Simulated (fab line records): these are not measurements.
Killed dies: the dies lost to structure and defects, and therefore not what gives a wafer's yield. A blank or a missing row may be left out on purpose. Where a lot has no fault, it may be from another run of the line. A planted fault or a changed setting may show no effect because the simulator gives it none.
8D (eight disciplines) problem report, filled in by code | flow sfq line | the parts of the form that need people (team, actions taken, sign-off) are left out

== 1. WHAT WENT WRONG ==
head pressure psi at SFQ_TRILAYER_I3_CMP_CMP_082 reads a mean of 3.849 psi on 2 wafers of 2 lots; wafers without a fault read 3.001 psi with a standard deviation of 0.0063. That is +99 or more standard deviations from the usual mean.
The step: polishes SiO2.
Seen first at day 34 12:02 on cmp-02, wafer L163.2. At this step, 42 wafers from 14 lots have a number in the record. Rule for "out" (also "out of limits"): further than 4 standard deviations from the usual mean. Any other wafer with a number is counted as sound.

== 2. WHAT IT IS, WHAT IT ISN'T ==
question                    | is                                    | is not
which readings at this step | head pressure psi, time to endpoint s | -
which lots                  | L163, L165                            | L154, L156, L157, L158, L161, L162, L167, L171, L172, L173, L174, L177
which wafers of those lots  | L163.2, L165.2                        | L163.4, L163.5, L165.4, L165.6
read on which tools         | cmp-02                                | cmp-01
when                        | from day 34 12:02                     | up to then (19 sound wafers); but 21 sound wafers of L163, L165, L167, L171, L172, L173, L174, L177 came after

== 3. WHAT RULES OUT EACH SUSPECT ==
Counting: if a tool at a process step up to the reading ran every lot that is out, it stays a suspect. Sound lots after the first of them don't rule it out here, since some wafers of a struck lot are sound.
- cmp-02 at SFQ_TRILAYER_I3_CMP_CMP_082 (polishes SiO2): kept. It processed each lot that is out (first: L163, day 34 11:02); up to then, its last sound lot is L162 (day 34 05:32). Out on those wafers are its own readings of head pressure psi, time to endpoint s.
- Within cmp-02 at SFQ_TRILAYER_I3_CMP_CMP_082: the wafers that are out ran in chamber 1; their sound lot-mates ran in chambers 0, 2, 3.
Left after counting: cmp-02 at SFQ_TRILAYER_I3_CMP_CMP_082.

== 4. THE CAUSE (what the simulator had put in) ==
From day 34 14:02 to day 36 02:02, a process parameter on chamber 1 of cmp-02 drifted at SFQ_TRILAYER_I3_CMP_CMP_082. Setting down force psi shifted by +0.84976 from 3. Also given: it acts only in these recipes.
Only this tool survived the counting.

== 5. THE EFFECT CHAIN, in route order ==
One row per reading whose mean, taken over the struck wafers that have a number, lies over 3 standard deviations from the usual. Scope: only readings with a usual standard deviation given in the record; hours: median across lots of the time from each lot's start at the first step in this table that gives one to its start at this step; sigmas: change in usual standard deviations.
hours | step                        | reading            | usual     | on struck wafers | change | sigmas
0     | SFQ_TRILAYER_I3_CMP_CMP_082 | head pressure psi  | 3.001 psi | 3.849            | +0.848 | +99 or more
0     | SFQ_TRILAYER_I3_CMP_CMP_082 | time to endpoint s | 215 s     | 170              | -46    | -5.6
Here are the process steps it includes:
- SFQ_TRILAYER_I3_CMP_CMP_082: polishes SiO2.

== 6. WHAT WOULD HAVE CAUGHT IT SOONER ==
In this record the first reading out of limits was taken at day 34 12:02.
